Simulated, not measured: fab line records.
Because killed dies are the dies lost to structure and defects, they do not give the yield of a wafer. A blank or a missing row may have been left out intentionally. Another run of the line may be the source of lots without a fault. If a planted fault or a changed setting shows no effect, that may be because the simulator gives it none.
Comparing a struck lot with a sound one | flow gf180mcu | 16 steps out of a route of 602
Sound: these wafers, L815.1, L815.3, L815.4. Struck: wafer L811.2 (L811.4, L811.5, from the same lot, were not struck and are left out); the cause is given at the end.
Order at every step that has rows: each side's tool, ch and its chambers, its first start. Under that, the readings that differ: sound wafers | struck wafers | difference of the means | sigmas: that difference in standard deviations of wafers without a fault.
alike: words and numbers the same on both sides, and readings whose means are apart by under 2 such deviations; not compared: readings that were withheld, readings missing a value for some wafer, numbers with overlapping values and no deviation given by the record, and bounds like >300 which may hide the same value.
The two part at a step that has a row with sigmas, a row that says differs or no value, or rows on one side only. Numbers that don't overlap but have no deviation are shown without sigmas and don't part them. A reading missing from all wafers of one side parts the sides only when that side holds two or more wafers.

GF_M1_SPUTTER_04: material TiN, target thk 50 nm, time 41.7 s.
  sound on pvd-sputter-01 at day 21 07:08; struck on pvd-sputter-03 at day 19 22:46
  reading                | sound          | struck | difference | sigmas
  throttle-valve-pct (%) | 30.8 30.5 29.5 | 28.2   | -2.1       | -2
GF_M1_RS_MEAS_05: measurement is done with a four-point probe.
  sound on film-metro-01 at day 21 07:10; struck on film-metro-03 at day 19 22:49
  alike: M1_ALCU_RS
GF_M1_THK_MEAS_06: measures by xrf.
  sound on film-metro-01 at day 21 07:17; struck on film-metro-03 at day 19 22:56
  alike: M1_ALCU_THK
then, 7 steps without rows for these wafers: GF_M1_DEHYDRATE_07 (time 60 s); GF_M1_HMDS_08 (prime time 60 s); GF_M1_COAT_09 (resist thk 1000 nm); GF_M1_SOFTBAKE_10 (time 60 s); GF_M1_EXPOSE_11 (exposes mask Metal1, target cd 230 nm); GF_M1_PEB_12 (peb time 90 s); GF_M1_DEVELOP_13 (develop time 60 s).
GF_M1_CD_MEAS_14: the cd target is 230 nm.
  sound on cd-sem-02 at day 22 06:06; struck on cd-sem-01 at day 20 22:26
  alike: cd-nm
GF_M1_OVL_MEAS_15:
  sound on overlay-01 at day 22 06:13; struck on overlay-02 at day 20 22:32
  reading     | sound     | struck | difference | sigmas
  M1_OVL (nm) | -3 -9 -13 | 11     | +19        | +4
GF_M1_METAL_ETCH_16: etches the open film in Cl2/BCl3, stops on SiO2, target depth 627.5 nm, time 104.6 s.
  sound on rie-metal-02 ch 0,1, day 22 06:15; struck on rie-metal-03 ch 1, day 20 22:34
  reading                             | sound                | struck | difference | sigmas
  oes-product-au (a.u.)               | 0.977 0.966 0.975    | 1.007  | +0.034     | +5
  run-length-s (s)                    | 133.4 133.5 133.7    | 110.5  | -23.0      | -27
  throttle-valve-pct (%)              | 28.257 28.235 28.252 | 28.206 | -0.042     | -4
  model.etch.depth-nm (nm)            | 604.7 602.9 603.5    | 501.6  | -102.1     |
  model.M1.feature-depth-nm (nm)      | 604.7 602.9 603.5    | 501.6  | -102.1     |
  model.KrF_of_M1_COAT_09.thk-nm (nm) | 739.7 738.4 740.2    | 784.9  | +45.5      |
  alike: drypump-motor-current-A
  not compared: bias-w, rf-hours-counter-h
GF_M1_STRIP_17: strips in O2/N2.
  sound on plasma-asher-04 ch 0,1, day 22 06:22; struck on plasma-asher-01 ch 1, day 20 22:41
  reading                      | sound             | struck | difference | sigmas
  oes-product-au (a.u.)        | 0.562 0.558 0.562 | 0.576  | +0.015     | +3
  strip-time-to-endpoint-s (s) | 7.92 7.91 7.93    | 8.37   | +0.45      | +9
  alike: drypump-motor-current-A, heater-power-w
  not compared: rf-hours-counter-h
then, 1 step without rows for these wafers: GF_M1_STRIP_18 (strips in post etch residue remover, time 1200 s).
-- the record jumps here: 11 days lie between the struck wafers' starts before and after (it left off in module M1 and takes up again in module PASSIVATION, whose first step shown is number 602 of the route) --
GF_PASSIVATION_PROBE_99:
  sound on prober-01 at day 32 22:19; struck on prober-01 at day 31 22:00
  reading                                   | sound | struck | difference | sigmas
  model.etest.ldnmos_10p0.over-limit        | 0 0 0 | 1      | +1         |
  model.etest.diode-pwell-dnwell.over-limit | 0 0 0 | 1      | +1         |
  model.etest.ppoly-u.short                 | 0 0 0 | 1      | +1         |
  model.etest.nmos_6p0_turned.short         | 0 0 0 | 1      | +1         |
  model.etest.iso-nplus-nwell.over-limit    | 0 0 0 | 1      | +1         |
  not compared: model.etest.tester.sort-n-pass, model.etest.tester.sort-yield-pct, model.etest.tester.sort_bin_3_pct

== WHERE THEY PART ==
At GF_M1_SPUTTER_04 first; at GF_M1_STRIP_17 last (within this record only).

WHY: the cause the simulator had injected
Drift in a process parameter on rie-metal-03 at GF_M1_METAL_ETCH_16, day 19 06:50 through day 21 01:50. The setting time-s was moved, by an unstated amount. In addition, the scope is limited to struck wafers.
